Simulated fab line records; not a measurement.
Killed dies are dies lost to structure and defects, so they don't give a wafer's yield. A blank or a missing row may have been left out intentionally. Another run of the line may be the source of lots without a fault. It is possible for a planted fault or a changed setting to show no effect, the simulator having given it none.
Check for tools in common :: flow sky130 :: 14 lots and 42 wafers in the sample

## REASON IT WAS OPENED
SKY_VT_ADJUST_HVTP_TW_MEAS_11, reading VT_ADJUST_HVTP_TW: flagged on 2 of 14 lots. Fault-free wafers read 1359, with a standard deviation of 9.1.
Rule: a lot gets a flag if all its wafers with a number sit over 4 standard deviations from that mean, or if no wafer of it has a number. All remaining lots are regarded as sound.

lot: L604
measured: day 6 06:07
on: filmMetro-03
VT_ADJUST_HVTP_TW, wafer by wafer: 1355 1354 1353
flag: 

lot: L605
measured: day 6 11:54
on: filmMetro-02
VT_ADJUST_HVTP_TW, wafer by wafer: 1358 1350 1346
flag: 

lot: L606
measured: day 6 18:28
on: filmMetro-01
VT_ADJUST_HVTP_TW, wafer by wafer: 1372 1375 1363
flag: 

lot: L608
measured: day 7 14:16
on: filmMetro-01
VT_ADJUST_HVTP_TW, wafer by wafer: 1362 1367 1366
flag: 

lot: L609
measured: day 7 14:59
on: filmMetro-02
VT_ADJUST_HVTP_TW, wafer by wafer: 1347 1346 1353
flag: 

lot: L610
measured: day 7 18:20
on: filmMetro-02
VT_ADJUST_HVTP_TW, wafer by wafer: 1362 1348 1355
flag: 

lot: L611
measured: day 8 01:50
on: filmMetro-02
VT_ADJUST_HVTP_TW, wafer by wafer: 1358 1360 1364
flag: 

lot: L612
measured: day 8 09:01
on: filmMetro-01
VT_ADJUST_HVTP_TW, wafer by wafer: 1357 1365 1356
flag: 

lot: L613
measured: day 8 13:08
on: filmMetro-03
VT_ADJUST_HVTP_TW, wafer by wafer: 1366 1351 1364
flag: 

lot: L615
measured: day 8 23:52
on: filmMetro-03
VT_ADJUST_HVTP_TW, wafer by wafer: 1362 1353 1359
flag: 

lot: L616
measured: day 9 08:22
on: filmMetro-01
VT_ADJUST_HVTP_TW, wafer by wafer: 1367 1374 1368
flag: 

lot: L617
measured: day 9 19:15
on: filmMetro-01
VT_ADJUST_HVTP_TW, wafer by wafer: 1358 1359 1364
flag: 

lot: L618
measured: day 9 23:57
on: filmMetro-03
VT_ADJUST_HVTP_TW, wafer by wafer: 1413 1411 1417
flag: FLAGGED

lot: L619
measured: day 10 03:56
on: filmMetro-02
VT_ADJUST_HVTP_TW, wafer by wafer: 1399 1397 1402
flag: FLAGGED
The mean of the flagged lots' numbers is 1406, +48 from the usual (+5 standard deviations).

## WHICH TOOL RAN EACH LOT
The record keeps 1 process step preceding the reading, out of 708 steps on the route. Each cell gives the tool, then ch followed by the chambers the sampled wafers passed through, then the start.
lot: L604
flag: 
SKY_VT_ADJUST_HVTP_IMPLANT_09: implanter-01 ch 0, day 6 05:52

lot: L605
flag: 
SKY_VT_ADJUST_HVTP_IMPLANT_09: implanter-03 ch 0, day 6 11:39

lot: L606
flag: 
SKY_VT_ADJUST_HVTP_IMPLANT_09: implanter-01 ch 0, day 6 18:13

lot: L608
flag: 
SKY_VT_ADJUST_HVTP_IMPLANT_09: implanter-04 ch 0, day 7 14:02

lot: L609
flag: 
SKY_VT_ADJUST_HVTP_IMPLANT_09: implanter-04 ch 0, day 7 14:44

lot: L610
flag: 
SKY_VT_ADJUST_HVTP_IMPLANT_09: implanter-03 ch 0, day 7 18:05

lot: L611
flag: 
SKY_VT_ADJUST_HVTP_IMPLANT_09: implanter-03 ch 0, day 8 01:35

lot: L612
flag: 
SKY_VT_ADJUST_HVTP_IMPLANT_09: implanter-03 ch 0, day 8 08:48

lot: L613
flag: 
SKY_VT_ADJUST_HVTP_IMPLANT_09: implanter-03 ch 0, day 8 12:53

lot: L615
flag: 
SKY_VT_ADJUST_HVTP_IMPLANT_09: implanter-04 ch 0, day 8 23:38

lot: L616
flag: 
SKY_VT_ADJUST_HVTP_IMPLANT_09: implanter-01 ch 0, day 9 08:07

lot: L617
flag: 
SKY_VT_ADJUST_HVTP_IMPLANT_09: implanter-01 ch 0, day 9 19:00

lot: L618
flag: FLAGGED
SKY_VT_ADJUST_HVTP_IMPLANT_09: implanter-01 ch 0, day 9 23:42

lot: L619
flag: FLAGGED
SKY_VT_ADJUST_HVTP_IMPLANT_09: implanter-01 ch 0, day 10 03:41
What these steps do:
- SKY_VT_ADJUST_HVTP_IMPLANT_09
- SKY_VT_ADJUST_HVTP_TW_MEAS_11

## FLAGGED AGAINST TOTAL, ONE TOOL AT A TIME (gauges that did the reading follow at the end)
step: SKY_VT_ADJUST_HVTP_IMPLANT_09
tool: implanter-01
lots run: 6
flagged: 2
share of the flagged lots: all
sound lots run after its first flagged lot: 0

step: SKY_VT_ADJUST_HVTP_IMPLANT_09
tool: implanter-03
lots run: 5
flagged: 0
share of the flagged lots: none
sound lots run after its first flagged lot: -

step: SKY_VT_ADJUST_HVTP_IMPLANT_09
tool: implanter-04
lots run: 3
flagged: 0
share of the flagged lots: none
sound lots run after its first flagged lot: -

step: SKY_VT_ADJUST_HVTP_TW_MEAS_11
tool: filmMetro-01
lots run: 5
flagged: 0
share of the flagged lots: none
sound lots run after its first flagged lot: -

step: SKY_VT_ADJUST_HVTP_TW_MEAS_11
tool: filmMetro-02
lots run: 5
flagged: 1
share of the flagged lots: some
sound lots run after its first flagged lot: 0

step: SKY_VT_ADJUST_HVTP_TW_MEAS_11
tool: filmMetro-03
lots run: 4
flagged: 1
share of the flagged lots: some
sound lots run after its first flagged lot: 0

## WHAT THE TABLE PERMITS
In the table, 1 row covers all flagged lots: implanter-01 at SKY_VT_ADJUST_HVTP_IMPLANT_09.
- implanter-01 at SKY_VT_ADJUST_HVTP_IMPLANT_09 ran 6 lots, 2 of them flagged. A fault beginning between L617 (day 9 19:00), its last sound lot, and L618 (day 9 23:42), its first flagged one, fits the data. Its own readings lie more than 4 standard deviations out on every wafer of the flagged lots: doseIonsCm2, faradayCurrentUA.
Just one tool remains: implanter-01 at SKY_VT_ADJUST_HVTP_IMPLANT_09.

## WHAT HAD BEEN PUT IN BY THE SIMULATOR
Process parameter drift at SKY_VT_ADJUST_HVTP_IMPLANT_09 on implanter-01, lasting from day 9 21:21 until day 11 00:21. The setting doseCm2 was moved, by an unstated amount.
Lots struck among those shown: L618, L619. The rule given above showed the same thing.
